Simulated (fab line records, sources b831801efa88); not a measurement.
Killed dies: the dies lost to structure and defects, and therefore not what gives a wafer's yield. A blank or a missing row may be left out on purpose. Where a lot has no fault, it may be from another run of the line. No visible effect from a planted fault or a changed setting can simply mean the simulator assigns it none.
The tool behind it: which one?    flow gf180mcu    Sampling: 13 lots, 38 wafers, 4 of 602 route steps

## WHAT THE GAUGES SHOWED, per wafer
GF_HV_LDD_TW_MEAS_50.
lot   measured      on             HV_LDD_4_TW
L891  day 12 08:22  film-metro-01  573 574
L894  day 13 03:38  film-metro-04  568 570 568
L895  day 13 15:43  film-metro-04  569 570 569
L896  day 13 22:30  film-metro-01  570 567 571
L897  day 14 08:13  film-metro-01  573 571 569
L901  day 15 20:12  film-metro-03  860 864 862
L902  day 16 04:44  film-metro-03  862 859 858
L909  day 18 03:39  film-metro-01  573 573 573
L910  day 18 18:19  film-metro-04  564 567 567
L911  day 19 03:37  film-metro-01  569 574 571
L912  day 19 17:39  film-metro-03  559 561 563
L913  day 20 05:15  film-metro-01  572 575 572
L914  day 20 05:53  film-metro-01  571 571 572

GF_V1_BOW_MEAS_05.
lot   measured      on             V1_BOW (um)
L891  day 17 01:31  film-metro-03  64 71
L894  day 17 21:10  film-metro-04  80 93 79
L895  day 18 12:17  film-metro-04  76 85 92
L896  day 18 18:41  film-metro-04  86 80 83
L897  day 19 06:23  film-metro-02  77 82 71
L901  day 20 23:07  film-metro-04  88 81 88
L902  day 21 08:24  film-metro-04  78 78 89
L909  day 23 09:11  film-metro-02  82 89 84
L910  day 24 02:50  film-metro-04  94 96 80
L911  day 24 08:58  film-metro-03  75 75 77
L912  day 24 22:56  film-metro-04  81 75 85
L913  day 25 08:44  film-metro-03  87 80 87
L914  day 25 10:19  film-metro-04  88 87 91

## EACH LOT AND THE TOOL THAT RAN IT (in order: tool; ch and the chambers of the sampled wafers; start)
lot   GF_HV_LDD_STRIP_37                    GF_HV_LDD_IMPLANT_48
L891  plasma-asher-01 ch 0, day 11 12:47    implanter-01 ch 0, day 12 08:08
L894  plasma-asher-02 ch 0,1, day 12 07:53  implanter-03 ch 0, day 13 03:22
L895  plasma-asher-01 ch 0,1, day 12 18:53  implanter-04 ch 0, day 13 15:28
L896  plasma-asher-03 ch 0,1, day 13 01:44  implanter-04 ch 0, day 13 22:16
L897  plasma-asher-01 ch 1, day 13 10:53    implanter-03 ch 0, day 14 07:58
L901  plasma-asher-01 ch 0,1, day 14 22:56  implanter-04 ch 0, day 15 19:58
L902  plasma-asher-03 ch 0,1, day 15 07:35  implanter-04 ch 0, day 16 04:29
L909  plasma-asher-01 ch 0,1, day 17 04:54  implanter-01 ch 0, day 18 03:25
L910  plasma-asher-03 ch 0,1, day 17 19:08  implanter-04 ch 0, day 18 18:05
L911  plasma-asher-02 ch 0,1, day 18 03:38  implanter-01 ch 0, day 19 03:23
L912  plasma-asher-01 ch 0,1, day 18 17:54  implanter-04 ch 0, day 19 17:25
L913  plasma-asher-03 ch 0,1, day 19 04:56  implanter-04 ch 0, day 20 05:01
L914  plasma-asher-02 ch 0,1, day 19 05:21  implanter-03 ch 0, day 20 05:38
- GF_HV_LDD_STRIP_37: strips in O2/N2.
- GF_HV_LDD_IMPLANT_48

## WHAT THE TOOLS THEMSELVES READ (means of the sampled wafers that have a number; where no wafer has one, the mark that the record gives instead)
GF_HV_LDD_STRIP_37.
lot   tool             drypump-motor-current-A (A)  heater-power-w (W)  o2-flow-sccm (sccm)  oes-product-au (a.u.)  strip-time-to-endpoint-s (s)
L891  plasma-asher-01  5.92                         496                 2997                 0.719                  12.67
L894  plasma-asher-02  5.75                         315                 3010                 0.712                  12.62
L895  plasma-asher-01  5.83                         390                 3004                 0.714                  12.61
L896  plasma-asher-03  5.34                         350                 3001                 0.712                  12.57
L897  plasma-asher-01  5.73                         334                 3004                 0.719                  12.63
L901  plasma-asher-01  5.86                         447                 2997                 0.717                  12.66
L902  plasma-asher-03  5.27                         340                 3003                 0.716                  12.60
L909  plasma-asher-01  5.86                         449                 2997                 0.719                  12.68
L910  plasma-asher-03  5.32                         347                 3007                 0.713                  12.64
L911  plasma-asher-02  5.76                         323                 3003                 0.715                  12.66
L912  plasma-asher-01  5.87                         445                 3013                 0.714                  12.68
L913  plasma-asher-03  5.29                         336                 2991                 0.718                  12.71
L914  plasma-asher-02  5.75                         325                 3000                 0.711                  12.59

GF_HV_LDD_IMPLANT_48.
lot   tool          dose-ions-cm2  faraday-current-uA
L891  implanter-01  3e+13          165
L894  implanter-03  3e+13          170
L895  implanter-04  3e+13          170
L896  implanter-04  3e+13          169
L897  implanter-03  3e+13          170
L901  implanter-04  1e+14          661
L902  implanter-04  1e+14          669
L909  implanter-01  3e+13          164
L910  implanter-04  3e+13          170
L911  implanter-01  3e+13          168
L912  implanter-04  3e+13          170
L913  implanter-04  3e+13          168
L914  implanter-03  3e+13          166

## THE ANSWER, worked out from the rows above alone
Rule: the usual values come from the lots themselves. Put in order of their means at a reading, lots are off if they are a third of the lots or fewer, leave a main group of 4 or more, and stand apart from it by a gap of 3 or more times the standard deviation of the main group's means; of several such gaps the widest counts. A main group whose means are all the same, to the digits that the tables above print for the reading, isn't used. A lot without any number at a reading at which 4 lots or more have one is off too. Any other lot the step has rows for is counted as sound. Order of review: gauges by route order, followed by the tools' own readings, for which a lot's mean as printed above is used. The first step at which some lot is off is used, and at that step the reading that is off furthest; a lot without a number counts as furthest.
Off: L901, L902, at GF_HV_LDD_TW_MEAS_50 (HV_LDD_4_TW). Mean 570 and standard deviation 3.5 in the main group.
A tool fits if, at a process step before that reading, it ran every lot that is off, and no sound lot after the first of them. The gauges at GF_HV_LDD_TW_MEAS_50 aren't tried: what is off there is off at GF_HV_LDD_IMPLANT_48 too, on other tools, and a gauge's error can't cause that. Of those tried, none fits.

## WHAT THE SIMULATOR HAD PUT IN
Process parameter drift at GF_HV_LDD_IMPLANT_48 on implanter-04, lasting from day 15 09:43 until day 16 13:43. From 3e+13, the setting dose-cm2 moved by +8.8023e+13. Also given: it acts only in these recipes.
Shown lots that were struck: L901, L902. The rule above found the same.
